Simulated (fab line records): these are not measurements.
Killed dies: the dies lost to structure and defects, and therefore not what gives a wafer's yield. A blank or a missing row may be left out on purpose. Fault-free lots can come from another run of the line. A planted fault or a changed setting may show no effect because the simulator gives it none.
The tool behind it: which one?	flow sky130	Sampling: 10 lots, 30 wafers, 4 of 708 route steps

## WHAT EACH GAUGE READ, for each wafer
SKY_CONTACT_RS_MEAS_25: a four-point-probe measurement.
lot	measured	on	CONTACT_W_RS (ohm/sq)
L838	day 31 23:06	filmMetro-02	0.341 0.342 0.338
L839	day 31 23:10	filmMetro-01	0.345 0.344 0.337
L842	day 33 09:12	filmMetro-02	0.334 0.336 0.334
L843	day 33 20:58	filmMetro-03	0.335 0.334 0.337
L845	day 33 21:47	filmMetro-01	0.341 0.346 0.336
L846	day 34 05:59	filmMetro-03	0.334 0.345 0.346
L849	day 36 00:47	filmMetro-01	0.337 0.338 0.337
L852	day 36 21:25	filmMetro-02	0.334 0.342 0.336
L859	day 38 18:04	filmMetro-01	0.331 0.340 0.330
L861	day 38 23:55	filmMetro-01	0.349 0.342 0.347

SKY_METAL1_CD_MEAS_15: the cd target is 140 nm.
lot	measured	on	cdNm (nm)
L838	day 33 02:39	cdSem-01	141.2 139.6 140.6
L839	day 33 02:52	cdSem-02	144.7 145.1 144.2
L842	day 34 12:41	cdSem-01	142.7 139.2 141.1
L843	day 35 18:35	cdSem-01	136.2 138.0 139.1
L845	day 35 18:49	cdSem-01	140.0 140.6 140.9
L846	day 35 21:13	cdSem-01	143.5 142.6 141.7
L849	day 37 01:35	cdSem-01	144.5 143.2 144.9
L852	day 37 22:50	cdSem-02	138.6 138.2 138.0
L859	day 39 19:25	cdSem-02	159.0 158.8 158.3 158.7 158.7 158.6
L861	day 40 01:12	cdSem-02	159.3 160.3 159.7 159.0 160.1 159.9

## WHICH TOOL RAN EACH LOT (tool, then ch and the chambers of the sampled wafers, then the start)
lot	SKY_CONTACT_ETCH_17	SKY_METAL1_EXPOSE_12
L838	rieDiel-02 ch 0,1,2, day 31 22:05	krfScanner-01 ch 0, day 32 13:34
L839	rieDiel-01 ch 0,2,3, day 31 22:13	krfScanner-02 ch 0, day 32 13:46
L842	rieDiel-03 ch 0,3, day 33 08:10	krfScanner-02 ch 0, day 33 23:58
L843	rieDiel-03 ch 1,2, day 33 20:07	krfScanner-01 ch 0, day 34 10:48
L845	rieDiel-02 ch 0,1,3, day 33 20:56	krfScanner-02 ch 0, day 34 11:17
L846	rieDiel-01 ch 0,1,3, day 34 05:08	krfScanner-01 ch 0, day 34 20:05
L849	rieDiel-03 ch 0,2,3, day 35 23:56	krfScanner-01 ch 0, day 36 13:17
L852	rieDiel-03 ch 0,1,2, day 36 20:32	krfScanner-01 ch 0, day 37 09:35
L859	rieDiel-03 ch 0,1,3, day 38 17:11	krfScanner-02 ch 0, day 39 07:06
L861	rieDiel-03 ch 1,3, day 38 23:02	krfScanner-02 ch 0, day 39 11:11
- SKY_CONTACT_ETCH_17: etches SiO2 in C4F8/O2/Ar, stops on Si3N4, target depth 340 nm.
- SKY_METAL1_EXPOSE_12: exposes mask MM1, target cd 140 nm.

## AS READ BY THE TOOLS THEMSELVES (means over the sampled wafers that have a number; for cases with no such wafer, the mark the record gives instead)
SKY_CONTACT_ETCH_17.
lot	tool	biasW (W)	oesProductAu (a.u.)
L838	rieDiel-02	1202	0.894
L839	rieDiel-01	1203	0.895
L842	rieDiel-03	1199	0.888
L843	rieDiel-03	1202	0.893
L845	rieDiel-02	1198	0.893
L846	rieDiel-01	1199	0.892
L849	rieDiel-03	1203	0.894
L852	rieDiel-03	1200	0.893
L859	rieDiel-03	1203	0.890
L861	rieDiel-03	1203	0.891

SKY_METAL1_EXPOSE_12.
lot	tool	exposureDoseMJCm2	focusOffsetNm (nm)	reticleTempC (C)	stageVelMmS (mm/s)
L838	krfScanner-01	27.974	0.5	22.98	499.96
L839	krfScanner-02	27.985	-0.8	23.12	500.04
L842	krfScanner-02	28.006	0.0	22.93	500.13
L843	krfScanner-01	27.969	0.2	22.99	499.90
L845	krfScanner-02	27.998	-0.3	22.88	499.90
L846	krfScanner-01	27.990	0.4	23.03	499.97
L849	krfScanner-01	27.964	-0.2	22.95	499.79
L852	krfScanner-01	27.989	1.0	22.93	500.15
L859	krfScanner-02	25.302	-1.0	22.91	500.02
L861	krfScanner-02	25.292	-0.3	22.94	500.37

## THE ANSWER, worked out from the rows above alone
Rule: usual is defined by the lots themselves. The widest of any qualifying gaps counts: lots, ordered by their means at a reading, are off when they make up no more than a third of the lots, leave a main group of 4 or more, and stand apart from it by 3 or more times the standard deviation of that group's means. The tables above print the reading to a certain number of digits; a main group whose means all agree to those digits is not used. Also off: a lot with no number at a reading for which 4 or more lots have one. All remaining lots with rows at the step are treated as sound. After the gauges, taken in route order, come the tools' own readings; for these a lot's mean is taken, as printed above. At the first step where some lot is off, the reading lying furthest off is the one used; lots without a number count as furthest.
Off: L859, L861, at SKY_METAL1_CD_MEAS_15 (cdNm). Main group: mean 141.2 nm, sd 2.4.
If a tool, at a process step before that reading, ran all the lots that are off and no sound lot after the first of them, it fits. The gauges at SKY_METAL1_CD_MEAS_15 aren't tried: what is off there is off at SKY_METAL1_EXPOSE_12 too, on other tools, and a gauge's error can't cause that. Can't be told from this: 2 tools fit, rieDiel-03 at SKY_CONTACT_ETCH_17, krfScanner-02 at SKY_METAL1_EXPOSE_12.

## WHAT WAS PUT IN BY THE SIMULATOR
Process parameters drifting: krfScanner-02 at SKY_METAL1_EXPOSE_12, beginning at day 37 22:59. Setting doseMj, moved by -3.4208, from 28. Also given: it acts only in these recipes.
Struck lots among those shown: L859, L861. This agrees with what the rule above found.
